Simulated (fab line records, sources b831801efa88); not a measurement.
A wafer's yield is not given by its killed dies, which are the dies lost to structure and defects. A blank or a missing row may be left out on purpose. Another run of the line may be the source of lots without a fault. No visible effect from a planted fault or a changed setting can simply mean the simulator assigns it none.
Code-filled problem report in 8D (eight disciplines) form | flow gf180mcu | the parts of the form that need people (team, actions taken, sign-off) are left out

## 1. PROBLEM STATEMENT
Wafers free of any fault read 601 nm (standard deviation 6.2) for V3_CVD_00_THK at GF_V3_THK_MEAS_01, against a mean of 900 nm on 2 wafers of 2 lots. That is +48 standard deviations from the usual mean.
First observed at day 24 14:57: wafer L851.5, on filmMetro-02. The record holds 36 wafers of 12 lots with a number at this step. Rule for "out", or "out of limits": more than 4 standard deviations from the usual mean. All remaining wafers that have a number are taken as sound.

## 2. WHAT THIS IS AND IS NOT
question                    | is                         | is not
which readings at this step | V3_CVD_00_THK              | -
which lots                  | L851, L852                 | L843, L845, L847, L848, L850, L859, L860, L862, L863, L864
which wafers of those lots  | L851.5, L852.5             | L851.1, L851.4, L852.1, L852.4
read on which gauges        | filmMetro-02, filmMetro-04 | filmMetro-01
when                        | from day 24 14:57          | up to then (17 sound wafers); but 17 sound wafers of L852, L859, L860, L862, L863, L864 came after

## 3. WHAT RULES OUT EACH SUSPECT
Counting: if a tool at a process step up to the reading ran every lot that is out, it stays a suspect. Sound lots after the first of them don't rule it out here, since some wafers of a struck lot are sound.
- the gauge at GF_V3_THK_MEAS_01 is ruled out. 2 gauges (filmMetro-02, filmMetro-04) read the wafers that are out.
- rieDiel-02 at GF_V1_ETCH_16 (etches BARC in N2/H2): kept. It ran every lot that is out, first L851 (day 21 12:33); its last sound lot up to then is L848 (day 20 16:11).
- hdpcvd-02 at GF_V3_CVD_00 (deposits SiO2, target thk 600 nm, time 100 s): kept. It ran every lot that is out, first L851 (day 24 14:52); its last sound lot up to then is L850 (day 24 10:37). Its own readings are out on those wafers: sih4FlowSccm.
- Within hdpcvd-02 at GF_V3_CVD_00, the wafers that are out were processed in chamber 0 and their sound lot-mates in chamber 2.
The count leaves hdpcvd-02 at GF_V3_CVD_00 and rieDiel-02 at GF_V1_ETCH_16.

## 4. THE CAUSE (what the simulator had put in)
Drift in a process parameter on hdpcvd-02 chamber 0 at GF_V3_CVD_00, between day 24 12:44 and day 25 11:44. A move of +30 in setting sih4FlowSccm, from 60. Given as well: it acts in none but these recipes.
Of the 2 suspects that counting leaves, this tool is one.

## 5. THE EFFECT CHAIN, in route order
Rows list readings where the struck wafers' mean (over those with a number) sits beyond 3 standard deviations from the usual. Readings are gone through only where the record gives a usual standard deviation; hours: the median, over the lots, of the time from a lot's start at the first step in this table giving one to that lot's start at this step; sigmas: the change measured in usual standard deviations.
hours | step              | reading       | usual      | on struck wafers | change | sigmas
0     | GF_V3_CVD_00      | sih4FlowSccm  | 60.00 sccm | 90.30            | +30.30 | +99 or more
0     | GF_V3_THK_MEAS_01 | V3_CVD_00_THK | 601 nm     | 900              | +300   | +48
It contains these process steps:
- GF_V3_CVD_00: deposits SiO2, target thk 600 nm, time 100 s.

## 6. WHAT WOULD HAVE CAUGHT IT SOONER
In this record the first reading out of limits at a measuring or inspecting step was taken at day 24 14:57, 2 hours after the fault began at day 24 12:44.
Tool's own readings at GF_V3_CVD_00, sih4FlowSccm: out on all struck wafers the step has rows for; an alarm limit on them would have tripped on the first.
Among the 2 lots that are out, L852 began GF_V3_CVD_00 on hdpcvd-02 after day 24 14:57. A tool hold placed at that time would have kept it from harm.
